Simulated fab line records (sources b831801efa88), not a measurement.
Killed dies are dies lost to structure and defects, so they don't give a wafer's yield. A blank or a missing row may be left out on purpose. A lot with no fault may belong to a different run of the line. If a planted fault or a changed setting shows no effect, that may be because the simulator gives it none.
Chamber matching / flow sky130 / SKY_VIA2_CMP_02 on cmp-01 has 4 sister chambers
The step polishes SiO2. 14 wafers are shown with their chamber, then 7 later ones without.

== WAFERS WITH THEIR CHAMBER ==
wafer=L711.1; chamber=0; motor-current-A (A)=12.7
wafer=L711.5; chamber=0; motor-current-A (A)=12.4
wafer=L711.6; chamber=1; motor-current-A (A)=11.7
wafer=L713.1; chamber=1; motor-current-A (A)=12.4
wafer=L713.2; chamber=3; motor-current-A (A)=10.0
wafer=L713.4; chamber=2; motor-current-A (A)=11.3
wafer=L716.2; chamber=2; motor-current-A (A)=11.1
wafer=L716.3; chamber=0; motor-current-A (A)=13.0
wafer=L716.5; chamber=1; motor-current-A (A)=12.3
wafer=L718.1; chamber=0; motor-current-A (A)=12.6
wafer=L718.3; chamber=3; motor-current-A (A)=9.9
wafer=L718.6; chamber=1; motor-current-A (A)=12.3
wafer=L721.3; chamber=2; motor-current-A (A)=11.4
wafer=L721.5; chamber=2; motor-current-A (A)=11.2

SIGNATURES (averages over the wafers above)
reading=motor-current-A; chamber 0=12.675; chamber 1=12.175; chamber 2=11.250; chamber 3=9.950; scatter within a chamber=0.235
Rule: a wafer's distance from a chamber is the root of the sum, over the readings, of the square of ((its reading less the chamber's mean) divided by the reading's scatter). The wafer belongs to the nearest chamber; if the next one is less than 2 further off, it can't be placed. The scatter is the square root of a quotient: the sum, over the shown wafers, of each reading's squared deviation from its chamber's mean, divided by wafers minus chambers.

== WAFERS WITHOUT THEIR CHAMBER ==
wafer=L721.6; motor-current-A (A)=12.0
wafer=L729.3; motor-current-A (A)=10.9
wafer=L729.4; motor-current-A (A)=12.1
wafer=L729.6; motor-current-A (A)=10.4
wafer=L731.2; motor-current-A (A)=10.6
wafer=L731.3; motor-current-A (A)=12.2
wafer=L731.5; motor-current-A (A)=10.1

== EACH ONE'S CHAMBER ==
wafer=L721.6; from the rows above=1; in truth=1
wafer=L729.3; from the rows above=2; in truth=2
wafer=L729.4; from the rows above=1; in truth=1
wafer=L729.6; from the rows above=can't be placed: 3 or 2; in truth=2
wafer=L731.2; from the rows above=can't be placed: 2 or 3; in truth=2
wafer=L731.3; from the rows above=can't be placed: 1 or 0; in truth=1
wafer=L731.5; from the rows above=3; in truth=3
Correct placement for 4 of the 7. Cannot be placed on the basis of these rows: 3; the candidates contain the true chamber in 3. 0 placed wrongly.
